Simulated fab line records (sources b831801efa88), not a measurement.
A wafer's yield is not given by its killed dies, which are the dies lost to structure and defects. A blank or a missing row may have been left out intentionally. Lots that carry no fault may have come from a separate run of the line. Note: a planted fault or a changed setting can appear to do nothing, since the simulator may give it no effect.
A lot that was struck, set against a sound lot	flow sky130	15 steps out of a route of 708
Sound: these wafers, L732.2, L732.3, L732.5. Wafers L729.3, L729.4, L729.6 were the ones struck. The cause is given at the end.
Per side, at each step with rows, come the tool, then ch with its chambers, and then its first start. Under that, the readings that differ: sound wafers	struck wafers	difference of the means	sigmas: that difference in standard deviations of wafers without a fault.
alike: same words and numbers on both sides, and readings whose means sit less than 2 such deviations apart. not compared: any withheld reading, any reading some wafer has no value for, any bound like >300 that may hide the same value, and any number with overlapping values for which the record gives no deviation.
A row with sigmas, a row that says differs or no value, or rows on one side alone: a step with any of these is where the two part. When numbers do not overlap yet have no deviation, they are printed without sigmas and do not part them. Lack of a reading on every wafer of one side parts them only where that side has two or more wafers.

first, 1 step without rows for these wafers: SKY_GATE_OXIDE_DEVELOP_09 (develop time 60 s).
SKY_GATE_OXIDE_OVL_MEAS_10:
  sound on overlay-02, day 21 12:01; struck on overlay-02, day 20 00:08
  alike: GATE_OXIDE_OVL
then, 2 steps without rows for these wafers: SKY_GATE_OXIDE_IMPLANT_11; SKY_GATE_OXIDE_WET_ETCH_12 (etches SiO2 in dHF, target depth 16.8 nm, time 336 s).
SKY_GATE_OXIDE_STRIP_13: strips in O2/N2.
  sound on plasma_asher-04 ch 0, day 21 12:18; struck on plasma_asher-04 ch 0,1, day 20 00:27
reading	sound	struck	difference	sigmas
strip_time_to_endpoint_s (s)	14.14 14.13 14.10	14.23 14.25 14.23	+0.11	+3
  alike: drypump_motor_current_A, oes_product_au
  not compared: rf_hours_counter_h
SKY_GATE_OXIDE_TW_MEAS_14:
  sound on film_metro-01, day 21 12:25; struck on film_metro-04, day 20 00:32
  alike: GATE_OXIDE_TW
then, 3 steps without rows for these wafers: SKY_GATE_OXIDE_CLEAN_15 (cleans in SC1/SC2, time 150 s); SKY_GATE_OXIDE_OXIDATION_16 (stabilise 600 s, purge 300 s, target thk 3.57 nm); SKY_POLY_GATE_CVD_00 (deposits poly-Si, target thk 180 nm, time 720 s).
SKY_POLY_GATE_THK_MEAS_01:
  sound on film_metro-03, day 21 15:16; struck on film_metro-04, day 20 03:58
  alike: POLY_GATE_CVD_00_THK
then, 2 steps without rows for these wafers: SKY_RES_PROTECT_DEHYDRATE_00 (time 60 s); SKY_RES_PROTECT_HMDS_01 (prime time 60 s).
SKY_RES_PROTECT_COAT_02: resist thk 1140 nm.
  struck on litho_track-04, day 20 19:00; sound on litho_track-04 ch 0, day 22 06:44
  no value came back on the struck wafers for chill_plate_temp_C (C), dispense_pressure_kPa (kPa); on the sound wafers chill_plate_temp_C (C) reads 23.03 23.08 23.11
then, 1 step without rows for these wafers: SKY_RES_PROTECT_SOFTBAKE_03 (time 60 s).
-- a jump in the record: the struck wafers' starts before and after are 29 days apart (it breaks off in module RES_PROTECT and resumes in module PAD_OPEN, where the first step shown is number 708 of the route) --
SKY_PAD_OPEN_PROBE_99:
  sound on prober-01, day 50 18:34; struck on prober-02, day 50 01:29
reading	sound	struck	difference	sigmas
killed_at_M0_to_M3	44 38 38	62 47 56	+15	+2
model.etest.res_xhigh_po.line_ohm_um	5782 5749 6151	170.9 174 171.7	-5721.8	
model.etest.res_xhigh_po.rs_ohm_sq	2061 1999 2116	60.73 61.45 60.17	-1997.88	
model.etest.res_high_po.line_ohm_um	767.7 770 820.4	220.5 218 213.7	-568.6	
model.etest.res_high_po.rs_ohm_sq	271.3 270.5 279.3	76.9 77.86 76.08	-196.8	
model.etest.licon_high_po.rc_ohm	361 351.3 371.6	193.8 182.2 181.7	-175.4	
model.etest.res_xhigh_po.rs_ohm_sq_range	153.5 171.8 165	3.29 3.291 3.015	-160.23	
model.etest.res_high_po.rs_ohm_sq_range	15.02 15.59 13.96	4.841 4.975 3.881	-10.291	
  alike: killed_at_M4_up, killed_at_contacts, killed_at_front_end, killed_at_other, killed_dies, killed_open, killed_short

WHERE THEY PART
Last at SKY_PAD_OPEN_PROBE_99 as far as this record goes, first at SKY_GATE_OXIDE_STRIP_13.

WHY: what had been put in by the simulator
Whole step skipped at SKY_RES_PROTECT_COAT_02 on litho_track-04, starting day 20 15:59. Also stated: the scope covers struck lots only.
